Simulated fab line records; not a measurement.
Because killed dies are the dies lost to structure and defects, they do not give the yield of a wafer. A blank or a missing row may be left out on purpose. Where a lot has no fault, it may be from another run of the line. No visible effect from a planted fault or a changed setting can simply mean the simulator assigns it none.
A struck lot beside a sound one | flow sfq-line | 42 steps out of a route of 325
Sound: these wafers, L322.2, L322.4, L322.6. Struck: wafer L312.3; the same lot's L312.4 was not struck, so it is left out; see the end for the cause.
Order at every step that has rows: each side's tool, ch and its chambers, its first start. Under that, the readings that differ: sound wafers | struck wafers | difference of the means | sigmas: that difference in standard deviations of wafers without a fault.
alike: same words and numbers on both sides, and readings whose means sit less than 2 such deviations apart. not compared: any withheld reading, any reading some wafer has no value for, any bound like >300 that may hide the same value, and any number with overlapping values for which the record gives no deviation.
The two part at a step that has a row with sigmas, a row that says differs or no value, or rows on one side only. Non-overlapping numbers with no deviation appear without sigmas and do not part them. A reading missing from all wafers of one side parts the sides only when that side holds two or more wafers.

first, 6 steps without rows for these wafers: SFQ_TRILAYER_M0_LITHO_COAT_026 (resist thk 62 nm); SFQ_TRILAYER_M0_LITHO_COAT_021 (resist thk 600 nm); SFQ_TRILAYER_M0_LITHO_SOFTBAKE_025; SFQ_TRILAYER_M0_LITHO_EXPOSE_022 (exposes mask M0, target cd 500 nm); SFQ_TRILAYER_M0_LITHO_PEB_024 (peb time 60 s); SFQ_TRILAYER_M0_LITHO_DEVELOP_023 (time 60 s).
SFQ_M0_OVL_MEAS_906:
  sound on overlay-02 at day 19 07:13; struck on overlay-01 at day 14 20:04
  alike: M0_OVL
then, 5 steps without rows for these wafers: SFQ_TRILAYER_M0_BARC_OPEN_METAL_ETCH_031 (etches BARC in O2, target depth 125 nm, time 41.7 s); SFQ_TRILAYER_M0_ETCH_METAL_ETCH_024 (etches Nb in Cl2/Ar, stops on SiO2, target depth 240 nm, time 120 s); SFQ_TRILAYER_M0_STRIP_STRIP_025 (strips in O2); SFQ_TRILAYER_M0_STRIP_SOLV_CLEAN_026 (cleans in NMP, time 600 s); SFQ_TRILAYER_I0_DEP_PECVD_027 (deposits SiO2 from SiH4/N2O, time 111.11 s, target thk 500 nm).
SFQ_TRILAYER_I0_CMP_CMP_028: polishes SiO2.
  sound on cmp-02 ch 2,3, day 19 08:17; struck on cmp-02 ch 2, day 14 23:49
  reading                                             | sound           | struck | difference | sigmas
  time-to-endpoint-s (s)                              | 206 214 213     | 172    | -39        | -4
  model.SiO2_of_TRILAYER_I0_DEP_PECVD_027.thk-nm (nm) | 198 199.7 200.5 | 250.9  | +51.5      |
  alike: motor-current-A
SFQ_I0_BOW_MEAS_907:
  sound on film-metro-01 at day 19 11:32; struck on film-metro-04 at day 15 01:22
  alike: I0_BOW
SFQ_TRILAYER_I0_METRO_MEASURE_029:
  sound on film-metro-01 at day 19 11:50; struck on film-metro-04 at day 15 01:50
  reading     | sound             | struck | difference | sigmas
  thk-nm (nm) | 198.1 199.7 200.4 | 251.2  | +51.8      | +43
then, 6 steps without rows for these wafers: SFQ_TRILAYER_I0_VIA_LITHO_COAT_036 (resist thk 62 nm); SFQ_TRILAYER_I0_VIA_LITHO_COAT_031 (resist thk 650 nm); SFQ_TRILAYER_I0_VIA_LITHO_SOFTBAKE_035; SFQ_TRILAYER_I0_VIA_LITHO_EXPOSE_032 (exposes mask I0, target cd 500 nm); SFQ_TRILAYER_I0_VIA_LITHO_PEB_034 (peb time 60 s); SFQ_TRILAYER_I0_VIA_LITHO_DEVELOP_033 (time 60 s).
-- the record jumps here: 6 days lie between the struck wafers' starts before and after --
SFQ_I0_OVL_MEAS_908:
  sound on overlay-02 at day 26 01:04; struck on overlay-01 at day 20 21:44
  alike: I0_OVL
SFQ_TRILAYER_I0_VIA_BARC_OPEN_VIA_ETCH_046: etches BARC in O2, target depth 125 nm, time 41.7 s.
  sound on rie-diel-02 ch 0,3, day 26 01:05; struck on rie-diel-03 ch 0, day 20 21:46
  alike: drypump-motor-current-A, oes-product-au
  not compared: rf-hours-counter-h
SFQ_TRILAYER_I0_VIA_ETCH_VIA_ETCH_034: etches SiO2 in CHF3, stops on Nb, target depth 260 nm.
  sound on rie-diel-02 ch 0,3, day 26 01:08; struck on rie-diel-03 ch 0, day 20 21:49
  reading                        | sound             | struck | difference | sigmas
  oes-product-au (a.u.)          | 0.848 0.859 0.856 | 0.976  | +0.122     | +26
  model.I0.feature-depth-nm (nm) | 198 199.7 200.5   | 250.9  | +51.5      |
  model.etch.depth-nm (nm)       | 198 199.7 200.5   | 250.9  | +51.5      |
  alike: drypump-motor-current-A
SFQ_TRILAYER_I0_VIA_STRIP_STRIP_035: strips in O2.
  sound on rie-metal-01 ch 1, day 26 01:26; struck on rie-metal-03 ch 1, day 20 22:07
  alike: drypump-motor-current-A, oes-product-au
  not compared: rf-hours-counter-h
then, 1 step without rows for these wafers: SFQ_TRILAYER_I0_VIA_STRIP_SOLV_CLEAN_036 (cleans in NMP, time 600 s).
SFQ_TRILAYER_M1_DEP_PRE_CLEAN_038: time 22.5 s.
  sound on pvd-sputter-05 at day 26 02:37; struck on pvd-sputter-05 at day 20 22:41
  reading                                             | sound           | struck | difference | sigmas
  model.SiO2_of_TRILAYER_I0_DEP_PECVD_027.thk-nm (nm) | 190.5 192.2 193 | 243.4  | +51.5      |
then, 1 step without rows for these wafers: SFQ_TRILAYER_M1_DEP_SPUTTER_037 (material Nb, target thk 200 nm, time 133.3 s).
SFQ_M1_RS_MEAS_909: measurement is done with a four-point probe.
  sound on film-metro-03 at day 26 02:46; struck on film-metro-02 at day 20 22:51
  reading           | sound             | struck | difference | sigmas
  M1_NB_RS (ohm/sq) | 0.893 0.899 0.889 | 0.869  | -0.025     | -2
then, 6 steps without rows for these wafers: SFQ_TRILAYER_M1_LITHO_COAT_044 (resist thk 62 nm); SFQ_TRILAYER_M1_LITHO_COAT_039 (resist thk 600 nm); SFQ_TRILAYER_M1_LITHO_SOFTBAKE_043; SFQ_TRILAYER_M1_LITHO_EXPOSE_040 (exposes mask M1, target cd 500 nm); SFQ_TRILAYER_M1_LITHO_PEB_042 (peb time 60 s); SFQ_TRILAYER_M1_LITHO_DEVELOP_041 (time 60 s).
-- the record jumps here: 6 days lie between the struck wafers' starts before and after --
SFQ_M1_OVL_MEAS_911:
  sound on overlay-01 at day 32 15:58; struck on overlay-02 at day 27 10:47
  alike: M1_OVL
then, 1 step without rows for these wafers: SFQ_TRILAYER_M1_BARC_OPEN_METAL_ETCH_054 (etches BARC in O2, target depth 125 nm, time 41.7 s).
SFQ_TRILAYER_M1_ETCH_METAL_ETCH_042: etches Nb in Cl2/Ar, stops on SiO2, target depth 240 nm, time 120 s.
  sound on rie-metal-02 ch 0,1, day 32 16:03; struck on rie-metal-03 ch 1, day 27 10:55
  reading               | sound             | struck | difference | sigmas
  oes-product-au (a.u.) | 0.896 0.897 0.899 | 0.913  | +0.016     | +2
  alike: drypump-motor-current-A
  not compared: rf-hours-counter-h
SFQ_TRILAYER_M1_STRIP_STRIP_043: strips in O2.
  sound on rie-metal-02 ch 0,1, day 32 16:10; struck on rie-metal-03 ch 1, day 27 11:12
  alike: drypump-motor-current-A, oes-product-au
  not compared: rf-hours-counter-h
then, 1 step without rows for these wafers: SFQ_TRILAYER_M1_STRIP_SOLV_CLEAN_044 (cleans in NMP, time 600 s).
SFQ_TRILAYER_I1_DEP_PECVD_045: deposits SiO2 from SiH4/N2O, time 111.11 s, target thk 500 nm.
  sound on pecvd-04 ch 0,2, day 32 16:57; struck on pecvd-01 ch 0, day 27 11:47
  reading                | sound          | struck | difference | sigmas
  throttle-valve-pct (%) | 24.6 24.9 25.5 | 22.8   | -2.2       | -2
  alike: heater-power-w
-- the record jumps here: 52 days lie between the struck wafers' starts before and after --
SFQ_M8_BOW_MEAS_951:
  sound on film-metro-01 at day 83 09:11; struck on film-metro-04 at day 79 10:54
  alike: M8_BOW
  not compared: model.etest.i0.link-ohm

WHERE THEY PART
Earliest at SFQ_TRILAYER_I0_CMP_CMP_028; latest, in this record, at SFQ_TRILAYER_I1_DEP_PECVD_045. Later steps at which nothing parts them and some readings are alike: SFQ_M8_BOW_MEAS_951.

WHY: the cause the simulator had injected
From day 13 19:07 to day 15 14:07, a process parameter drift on cmp-02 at SFQ_TRILAYER_I0_CMP_CMP_028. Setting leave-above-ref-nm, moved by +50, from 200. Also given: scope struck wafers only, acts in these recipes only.
